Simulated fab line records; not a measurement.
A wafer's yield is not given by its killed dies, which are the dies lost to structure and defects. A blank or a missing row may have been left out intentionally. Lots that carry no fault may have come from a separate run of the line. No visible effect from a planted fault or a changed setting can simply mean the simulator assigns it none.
Which tool was responsible?    flow sky130    24 lots, 72 wafers sampled, at 4 steps of a route of 708

== WHAT THE GAUGES SHOWED, per wafer ==
SKY_PWDE_TW_MEAS_10.
lot   measured     on            PWDE_TW
L074  day 4 10:21  filmMetro-01  379.0 379.1 380.2
L076  day 4 13:43  filmMetro-03  371.0 372.7 372.7
L075  day 4 14:04  filmMetro-01  379.7 379.9 379.1
L077  day 4 22:34  filmMetro-04  372.0 370.4 371.6
L078  day 4 22:56  filmMetro-03  370.9 372.3 374.6
L079  day 5 09:03  filmMetro-04  373.4 376.7 374.6
L080  day 5 11:24  filmMetro-04  373.2 374.5 374.1
L081  day 5 12:32  filmMetro-04  375.4 373.7 374.2
L082  day 5 17:44  filmMetro-01  377.6 379.7 376.8
L083  day 5 23:01  filmMetro-01  380.6 379.6 378.1
L084  day 6 07:37  filmMetro-01  376.0 376.5 378.2
L085  day 6 12:07  filmMetro-04  372.4 374.4 369.9
L086  day 6 17:49  filmMetro-01  375.8 379.0 377.8
L087  day 7 02:37  filmMetro-01  378.1 375.7 377.4
L088  day 7 06:15  filmMetro-01  375.6 374.3 377.9
L089  day 7 11:10  filmMetro-01  378.1 376.5 375.1
L090  day 7 13:16  filmMetro-03  371.6 373.8 371.9
L091  day 7 19:16  filmMetro-03  374.2 371.6 372.3
L092  day 7 23:05  filmMetro-01  377.3 376.8 374.8
L093  day 8 07:38  filmMetro-03  374.9 375.8 374.6
L094  day 8 11:40  filmMetro-01  379.6 377.2 378.1
L095  day 8 16:24  filmMetro-04  374.4 371.1 371.1
L096  day 9 06:12  filmMetro-01  378.4 375.8 378.6
L097  day 9 10:57  filmMetro-03  369.9 373.1 372.1

SKY_SONOS_ONO_THK_MEAS_03.
lot   measured      on            SONOS_ONO_CVD_02_THK (nm)
L074  day 12 08:02  filmMetro-02  10.71 10.66 10.72
L076  day 12 11:52  filmMetro-04  10.84 10.86 11.01
L075  day 12 13:13  filmMetro-02  10.57 10.53 10.67
L077  day 13 03:16  filmMetro-03  10.77 10.71 10.69
L078  day 13 04:50  filmMetro-04  10.76 10.68 10.69
L079  day 13 16:46  filmMetro-02  10.69 10.55 10.76
L080  day 13 19:36  filmMetro-03  10.61 10.68 10.71
L081  day 13 23:38  filmMetro-02  10.69 10.60 10.71
L082  day 14 10:58  filmMetro-04  10.72 10.67 10.72
L083  day 14 15:18  filmMetro-03  10.99 10.86 10.66
L084  day 15 01:55  filmMetro-02  10.68 10.78 10.61
L085  day 15 12:07  filmMetro-04  10.61 10.55 10.80
L086  day 15 14:58  filmMetro-02  10.68 10.53 10.55
L087  day 16 06:52  filmMetro-04  10.54 10.60 10.72
L088  day 16 10:28  filmMetro-03  10.86 11.02 10.74
L089  day 16 16:23  filmMetro-04  10.93 10.95 10.93
L090  day 16 19:32  filmMetro-04  10.97 11.00 10.97
L091  day 17 03:17  filmMetro-03  10.54 10.64 10.72
L092  day 17 11:58  filmMetro-04  10.69 10.78 10.55
L093  day 18 00:16  filmMetro-02  10.58 10.46 10.63
L094  day 18 03:07  filmMetro-02  10.64 10.63 10.64
L095  day 18 15:49  filmMetro-03  10.50 10.36 10.47
L096  day 19 04:59  filmMetro-04  10.55 10.63 10.52
L097  day 19 10:14  filmMetro-02  10.49 10.53 10.52

SKY_CONTACT_RS_MEAS_25: measures by four-point-probe.
lot   measured      on            CONTACT_W_RS (ohm/sq)
L074  day 32 11:47  filmMetro-02  0.339 0.335 0.338
L076  day 32 19:46  filmMetro-04  0.338 0.342 0.341
L075  day 32 20:34  filmMetro-03  0.337 0.341 0.334
L077  day 33 08:18  filmMetro-03  0.338 0.331 0.338
L078  day 33 13:12  filmMetro-04  0.330 0.332 0.337
L079  day 33 18:37  filmMetro-04  0.338 0.334 0.342
L080  day 33 23:55  filmMetro-02  0.334 0.331 0.332
L081  day 34 06:40  filmMetro-02  0.342 0.339 0.338
L082  day 34 18:07  filmMetro-03  0.331 0.335 0.324
L083  day 34 21:46  filmMetro-04  0.339 0.338 0.341
L084  day 35 06:02  filmMetro-04  0.337 0.335 0.336
L085  day 35 14:20  filmMetro-02  0.339 0.340 0.339
L086  day 35 19:35  filmMetro-04  0.339 0.331 0.334
L087  day 36 09:07  filmMetro-02  0.333 0.331 0.336
L088  day 36 10:09  filmMetro-03  0.339 0.339 0.341
L089  day 36 18:46  filmMetro-04  0.333 0.337 0.337
L090  day 36 20:08  filmMetro-02  0.337 0.334 0.336
L091  day 37 00:53  filmMetro-04  0.338 0.334 0.339
L092  day 37 07:41  filmMetro-03  0.332 0.341 0.340
L093  day 37 20:08  filmMetro-04  0.342 0.336 0.333
L094  day 38 00:09  filmMetro-02  0.337 0.340 0.333
L095  day 38 08:56  filmMetro-04  0.336 0.341 0.335
L096  day 38 17:28  filmMetro-04  0.335 0.338 0.340
L097  day 39 01:02  filmMetro-04  0.347 0.346 0.343

== EACH LOT AND THE TOOL THAT RAN IT (in order: tool; ch and the chambers of the sampled wafers; start) ==
lot   SKY_LOCAL_INTERCONNECT_STRIP_15
L074  plasmaAsher-03 ch 0,1, day 31 06:07
L076  plasmaAsher-04 ch 0,1, day 31 13:38
L075  plasmaAsher-01 ch 0,1, day 31 14:27
L077  plasmaAsher-01 ch 0,1, day 32 02:21
L078  plasmaAsher-01 ch 0,1, day 32 07:54
L079  plasmaAsher-01 ch 0,1, day 32 12:40
L080  plasmaAsher-03 ch 0,1, day 32 19:16
L081  plasmaAsher-01 ch 0,1, day 33 00:36
L082  plasmaAsher-03 ch 0,1, day 33 13:18
L083  plasmaAsher-03 ch 1, day 33 16:48
L084  plasmaAsher-03 ch 1, day 34 01:37
L085  plasmaAsher-01 ch 1, day 34 09:48
L086  plasmaAsher-01 ch 0,1, day 34 15:03
L087  plasmaAsher-04 ch 0,1, day 35 04:29
L088  plasmaAsher-03 ch 0,1, day 35 05:19
L089  plasmaAsher-01 ch 0,1, day 35 13:59
L090  plasmaAsher-03 ch 0,1, day 35 15:50
L091  plasmaAsher-03 ch 0,1, day 35 20:56
L092  plasmaAsher-03 ch 0,1, day 36 03:10
L093  plasmaAsher-01 ch 0,1, day 36 15:50
L094  plasmaAsher-03 ch 0,1, day 36 20:32
L095  plasmaAsher-01 ch 0,1, day 37 05:03
L096  plasmaAsher-01 ch 0,1, day 37 14:01
L097  plasmaAsher-03 ch 0,1, day 37 21:31
- SKY_LOCAL_INTERCONNECT_STRIP_15: strips in O2/N2.

== AS READ BY THE TOOLS THEMSELVES (means over the sampled wafers that have a number; for cases with no such wafer, the mark the record gives instead) ==
SKY_LOCAL_INTERCONNECT_STRIP_15.
lot   tool            drypumpMotorCurrentA (A)  oesProductAu (a.u.)  stripTimeToEndpointS (s)
L074  plasmaAsher-03  5.86                      0.429                4.735
L076  plasmaAsher-04  5.42                      0.425                4.741
L075  plasmaAsher-01  5.74                      0.428                4.717
L077  plasmaAsher-01  5.76                      0.427                4.697
L078  plasmaAsher-01  5.74                      0.426                4.714
L079  plasmaAsher-01  5.73                      0.428                4.743
L080  plasmaAsher-03  5.78                      0.425                4.734
L081  plasmaAsher-01  5.74                      0.426                4.729
L082  plasmaAsher-03  5.78                      0.426                4.737
L083  plasmaAsher-03  5.71                      0.428                4.731
L084  plasmaAsher-03  5.67                      0.426                4.712
L085  plasmaAsher-01  5.72                      0.425                4.712
L086  plasmaAsher-01  5.74                      0.429                4.742
L087  plasmaAsher-04  5.53                      0.426                4.726
L088  plasmaAsher-03  5.88                      0.431                4.726
L089  plasmaAsher-01  5.73                      0.425                4.724
L090  plasmaAsher-03  5.88                      0.427                4.722
L091  plasmaAsher-03  5.88                      0.427                4.710
L092  plasmaAsher-03  5.88                      0.425                4.720
L093  plasmaAsher-01  5.75                      0.427                4.721
L094  plasmaAsher-03  5.87                      0.422                4.706
L095  plasmaAsher-01  5.74                      0.424                4.723
L096  plasmaAsher-01  5.76                      0.426                4.722
L097  plasmaAsher-03  5.89                      0.424                4.717

== THE ANSWER, worked out from the rows above alone ==
Rule: what is usual is taken from the lots themselves. The widest of any qualifying gaps counts: lots, ordered by their means at a reading, are off when they make up no more than a third of the lots, leave a main group of 4 or more, and stand apart from it by 3 or more times the standard deviation of that group's means. The tables above print the reading to a certain number of digits; a main group whose means all agree to those digits is not used. Also off: a lot with no number at a reading for which 4 or more lots have one. Any other lot the step has rows for is counted as sound. The gauges are gone through in route order, then the tools' own readings, and for those a lot's mean is taken as printed above. At the first step where some lot is off, the reading lying furthest off is the one used; lots without a number count as furthest.
Nothing can be told from this: no lot is off at any reading shown.

== WHAT THE SIMULATOR HAD PUT IN ==
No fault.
